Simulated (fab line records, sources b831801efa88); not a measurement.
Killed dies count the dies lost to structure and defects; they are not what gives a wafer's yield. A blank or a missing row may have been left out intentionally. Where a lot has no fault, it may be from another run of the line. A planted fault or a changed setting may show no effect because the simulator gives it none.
Which tool is to blame? || flow gf180mcu || 6 lots, 17 wafers sampled, at 2 steps of a route of 602

== WHAT THE GAUGES READ, wafer by wafer ==
GF_V1_THK_MEAS_03.
{"lot": "L235", "measured": "day 17 19:59", "on": "film_metro-02", "V1_CVD_02_THK (nm)": "863 870 879"}
{"lot": "L237", "measured": "day 18 14:05", "on": "film_metro-03", "V1_CVD_02_THK (nm)": "852 832 857"}
{"lot": "L246", "measured": "day 22 14:52", "on": "film_metro-02", "V1_CVD_02_THK (nm)": "674 650"}
{"lot": "L249", "measured": "day 23 02:47", "on": "film_metro-02", "V1_CVD_02_THK (nm)": "831 855 850"}
{"lot": "L252", "measured": "day 24 01:23", "on": "film_metro-02", "V1_CVD_02_THK (nm)": "838 876 845"}
{"lot": "L256", "measured": "day 25 07:16", "on": "film_metro-02", "V1_CVD_02_THK (nm)": "864 853 879"}

== WHICH TOOL RAN EACH LOT (tool, then ch and the chambers of the sampled wafers, then the start) ==
{"lot": "L235", "GF_V1_CVD_02": "pecvd-04 ch 0,1,2, day 17 19:55"}
{"lot": "L237", "GF_V1_CVD_02": "pecvd-02 ch 0,1,2, day 18 14:00"}
{"lot": "L246", "GF_V1_CVD_02": "pecvd-03 ch 1,2, day 22 14:47"}
{"lot": "L249", "GF_V1_CVD_02": "pecvd-04 ch 0,1,2, day 23 02:43"}
{"lot": "L252", "GF_V1_CVD_02": "pecvd-02 ch 0,1,2, day 24 01:19"}
{"lot": "L256", "GF_V1_CVD_02": "pecvd-02 ch 1,2, day 25 07:10"}
- GF_V1_CVD_02: deposits SiO2 from TEOS, target thk 850 nm, time 94.851 s.

== THE ANSWER, worked out from the rows above alone ==
Rule: usual is defined by the lots themselves. Put in order of their means at a reading, lots are off if they are a third of the lots or fewer, leave a main group of 4 or more, and stand apart from it by a gap of 3 or more times the standard deviation of the main group's means; of several such gaps the widest counts. A main group is skipped when, at the precision printed for the reading in the tables above, its means are all equal. A lot without any number at a reading at which 4 lots or more have one is off too. Where the step has rows for the other lots, those lots are counted as sound.
Off: at GF_V1_THK_MEAS_03 (V1_CVD_02_THK), L246. Mean 856 nm and standard deviation 10 in the main group.
A tool fits if, at a process step before that reading, it ran every lot that is off, and no sound lot after the first of them. Gauges at GF_V1_THK_MEAS_03: tried the same way as those tools. One fits: pecvd-03 at GF_V1_CVD_02. It ran no sound lot before its first lot that is off in this sample, so the start can't be narrowed down.

== WHAT WAS PUT IN BY THE SIMULATOR ==
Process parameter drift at GF_V1_CVD_02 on pecvd-03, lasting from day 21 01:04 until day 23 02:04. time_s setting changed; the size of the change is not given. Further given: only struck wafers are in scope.
Struck lots among those shown: L246. The same result came from the rule above.
